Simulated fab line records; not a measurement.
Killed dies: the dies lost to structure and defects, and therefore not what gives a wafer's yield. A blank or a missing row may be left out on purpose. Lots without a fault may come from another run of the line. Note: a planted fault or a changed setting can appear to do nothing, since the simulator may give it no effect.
Which of the tools did it? :: flow gf180mcu :: 14 lots, 42 wafers sampled, at 1 step of a route of 602

WHAT THE GAUGES READ, wafer by wafer
GF_V4_RS_MEAS_24: the measuring method here is four-point-probe. Usual: for V4_W_RS the level is 0.329 ohm/sq and the standard deviation is 0.0036.
lot: L722
measured: day 24 05:00
on: film-metro-01
V4_W_RS (ohm/sq): 0.334 0.330 0.330
flag: 

lot: L723
measured: day 24 09:16
on: film-metro-01
V4_W_RS (ohm/sq): 0.333 0.332 0.335
flag: 

lot: L724
measured: day 24 22:26
on: film-metro-01
V4_W_RS (ohm/sq): 0.332 0.330 0.332
flag: 

lot: L725
measured: day 25 04:25
on: film-metro-04
V4_W_RS (ohm/sq): 0.336 0.330 0.331
flag: 

lot: L726
measured: day 25 22:05
on: film-metro-04
V4_W_RS (ohm/sq): 0.324 0.319 0.322
flag: 

lot: L727
measured: day 26 00:19
on: film-metro-01
V4_W_RS (ohm/sq): 0.325 0.327 0.324
flag: 

lot: L728
measured: day 26 08:47
on: film-metro-02
V4_W_RS (ohm/sq): 0.329 0.329 0.328
flag: 

lot: L729
measured: day 26 20:13
on: film-metro-02
V4_W_RS (ohm/sq): 0.325 0.326 0.326
flag: 

lot: L735
measured: day 29 00:10
on: film-metro-04
V4_W_RS (ohm/sq): 0.327 0.326 0.330
flag: 

lot: L737
measured: day 29 03:44
on: film-metro-02
V4_W_RS (ohm/sq): 0.334 0.328 0.332
flag: 

lot: L736
measured: day 29 10:01
on: film-metro-02
V4_W_RS (ohm/sq): 0.332 0.330 0.328
flag: 

lot: L741
measured: day 30 16:41
on: film-metro-01
V4_W_RS (ohm/sq): 0.334 0.327 0.328
flag: 

lot: L744
measured: day 31 03:41
on: film-metro-01
V4_W_RS (ohm/sq): 0.329 0.328 0.329
flag: 

lot: L745
measured: day 31 10:08
on: film-metro-01
V4_W_RS (ohm/sq): 0.324 0.324 0.326
flag: 

WHAT TOOL EACH LOT RAN ON (gives the tool, then ch and the chambers of the sampled wafers, and finally the start)
The record holds no process step before these readings.

WHAT THE TOOLS THEMSELVES READ (means of the sampled wafers that have a number; where no wafer has one, the mark that the record gives instead)
The record holds no such reading with a usual standard deviation.

THE ANSWER, worked out from the rows above alone
Rule: take the mean of a lot's wafers that have a number; if it is more than 3 standard deviations from the usual mean, the lot is off. Also off: a lot with no number at a reading for which 4 or more lots have one. Where the step has rows for the other lots, those lots are counted as sound. Order of review: gauges by route order, followed by the tools' own readings, for which a lot's mean as printed above is used. The first step at which some lot is off is used, and at that step the reading that is off furthest; a lot without a number counts as furthest.
Across all readings shown, no lot is off: no conclusion can be drawn from this.

WHAT THE SIMULATOR HAD PUT IN
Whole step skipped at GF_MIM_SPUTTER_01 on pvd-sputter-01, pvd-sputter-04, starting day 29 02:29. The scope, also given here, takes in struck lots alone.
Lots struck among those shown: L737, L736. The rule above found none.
